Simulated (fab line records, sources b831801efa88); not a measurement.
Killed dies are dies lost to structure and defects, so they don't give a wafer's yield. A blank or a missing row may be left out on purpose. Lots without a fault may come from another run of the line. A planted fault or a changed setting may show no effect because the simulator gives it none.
Problem report in the 8D (eight disciplines) form, filled by code | flow sky130 | the parts of the form that need people (team, actions taken, sign-off) are left out

1. THE PROBLEM
run_length_s at SKY_FIELD_ISO_WET_ETCH_30 reads a mean of 56.0 s on 3 wafers of 1 lot; wafers without a fault read 78.5 s with a standard deviation of 2.8. That is -8.0 standard deviations from the usual mean.
The step: etches SiO2 in dHF, target depth 25 nm, time 50 s.
First seen on wafer L175.1, day 6 01:28, on wet_bench-01. The record holds 39 wafers of 13 lots with a number at this step. Rule for "out", or "out of limits": more than 4 standard deviations from the usual mean. The other wafers with a number count as sound.

2. WHAT IT IS AND WHAT IT IS NOT
question                    | is                     | is not
which readings at this step | run_length_s           | -
which lots                  | L175                   | L158, L160, L161, L162, L163, L166, L167, L169, L170, L176, L180, L181
which wafers of those lots  | all that have a number | -
read on which tools         | wet_bench-01           | wet_bench-03, wet_bench-04
when                        | from day 6 01:28       | up to then (27 sound wafers); but 9 sound wafers of L176, L180, L181 came after

3. SUSPECTS, AND WHAT RULES EACH OUT
Counting: a tool at a process step up to the reading stays a suspect if it ran every lot that is out and no sound lot after the first of them.
- wet_bench-01 at SKY_FIELD_ISO_WET_ETCH_30 (etches SiO2 in dHF, target depth 25 nm, time 50 s): kept. It ran the lot that is out, L175 (day 6 01:28), and no sound lot after that; its last sound lot up to then is L169 (day 4 20:47). Its own readings are out on those wafers: run_length_s.
Left after counting: wet_bench-01 at SKY_FIELD_ISO_WET_ETCH_30.

4. THE CAUSE (what the simulator had put in)
Process parameter drift: wet_bench-01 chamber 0, from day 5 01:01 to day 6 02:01, at SKY_FIELD_ISO_WET_ETCH_30. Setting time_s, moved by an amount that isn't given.
Counting left only this tool.

5. THE CHAIN OF EFFECTS, in route order
Each row: a reading whose mean over the struck wafers that have a number lies more than 3 standard deviations from the usual. Only readings for which the record gives a usual standard deviation are gone through. hours: the time from each lot's start at the first step in this table that gives one to its start at this step, as a median over the lots. sigmas: the change in usual standard deviations.
hours | step                      | reading      | usual  | on struck wafers | change | sigmas
0     | SKY_FIELD_ISO_WET_ETCH_30 | run_length_s | 78.5 s | 56.0             | -22.5  | -8.0
The process steps in it:
- SKY_FIELD_ISO_WET_ETCH_30: etches SiO2 in dHF, target depth 25 nm, time 50 s.
Later measuring or inspecting steps at which every struck wafer that the step has a row for has a number for every such reading, and none has moved that far: SKY_CAPM_THK_MEAS_01, SKY_METAL3_CD_MEAS_13.

6. WHAT WOULD HAVE CAUGHT IT SOONER
In this record the first reading out of limits was taken at day 6 01:28, 24 hours after the fault began at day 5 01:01.
